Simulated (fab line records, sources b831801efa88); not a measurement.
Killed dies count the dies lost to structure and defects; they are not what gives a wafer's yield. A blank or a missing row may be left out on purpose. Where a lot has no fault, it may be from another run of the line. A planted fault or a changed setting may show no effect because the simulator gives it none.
The tool behind it: which one?    flow sky130    14 lots, 42 wafers sampled, at 1 step of a route of 708

== WHAT THE GAUGES SHOWED, per wafer ==
Not one reading of a measure or inspect step in the record can be checked against a usual standard deviation.

== WHAT TOOL EACH LOT RAN ON (gives the tool, then ch and the chambers of the sampled wafers, and finally the start) ==
lot   SKY_LI_CONTACT_EXPOSE_09
L618  krfScanner-02 ch 0, day 29 09:30
L620  krfScanner-02 ch 0, day 29 23:35
L619  krfScanner-01 ch 0, day 30 02:12
L621  krfScanner-02 ch 0, day 30 10:37
L622  krfScanner-01 ch 0, day 30 18:44
L624  krfScanner-01 ch 0, day 30 23:17
L625  krfScanner-01 ch 0, day 31 12:39
L626  krfScanner-01 ch 0, day 32 00:55
L633  krfScanner-01, day 33 22:54
L632  krfScanner-02, day 34 03:59
L635  krfScanner-02 ch 0, day 34 18:28
L638  krfScanner-01 ch 0, day 35 10:53
L637  krfScanner-02 ch 0, day 35 11:55
L639  krfScanner-02 ch 0, day 35 20:27
- SKY_LI_CONTACT_EXPOSE_09: exposes mask LICM1, target cd 170 nm.

== WHAT THE TOOLS THEMSELVES READ (means of the sampled wafers that have a number; where no wafer has one, the mark that the record gives instead) ==
SKY_LI_CONTACT_EXPOSE_09.
lot   tool           exposureDoseMJCm2  focusOffsetNm (nm)
L618  krfScanner-02  37.95              0.1
L620  krfScanner-02  37.94              -0.7
L619  krfScanner-01  37.90              0.0
L621  krfScanner-02  37.95              -0.1
L622  krfScanner-01  37.94              -0.0
L624  krfScanner-01  37.89              -0.8
L625  krfScanner-01  37.93              0.2
L626  krfScanner-01  37.90              0.5
L633  krfScanner-01  -                  -
L632  krfScanner-02  -                  -
L635  krfScanner-02  37.95              -0.2
L638  krfScanner-01  37.92              0.4
L637  krfScanner-02  37.99              0.7
L639  krfScanner-02  38.02              0.1

== THE ANSWER, worked out from the rows above alone ==
Rule: the lots themselves supply what counts as usual. The widest of any qualifying gaps counts: lots, ordered by their means at a reading, are off when they make up no more than a third of the lots, leave a main group of 4 or more, and stand apart from it by 3 or more times the standard deviation of that group's means. Not used: any main group whose means are identical at the precision the tables above print for the reading. Also off: a lot with no number at a reading for which 4 or more lots have one. The other lots that the step has rows for count as sound. After the gauges, taken in route order, come the tools' own readings; for these a lot's mean is taken, as printed above. The first step at which some lot is off is used, and at that step the reading that is off furthest; a lot without a number counts as furthest.
Off: L633, L632 (SKY_LI_CONTACT_EXPOSE_09, exposureDoseMJCm2). Without a number there: L633, L632. For the main group the mean is 37.94 and the standard deviation 0.036.
If a tool, at that step or one of the process steps before it, ran each lot that is off and ran no sound lot following the first of them, it fits. Not one of the candidates tried fits.

== WHAT THE SIMULATOR HAD PUT IN ==
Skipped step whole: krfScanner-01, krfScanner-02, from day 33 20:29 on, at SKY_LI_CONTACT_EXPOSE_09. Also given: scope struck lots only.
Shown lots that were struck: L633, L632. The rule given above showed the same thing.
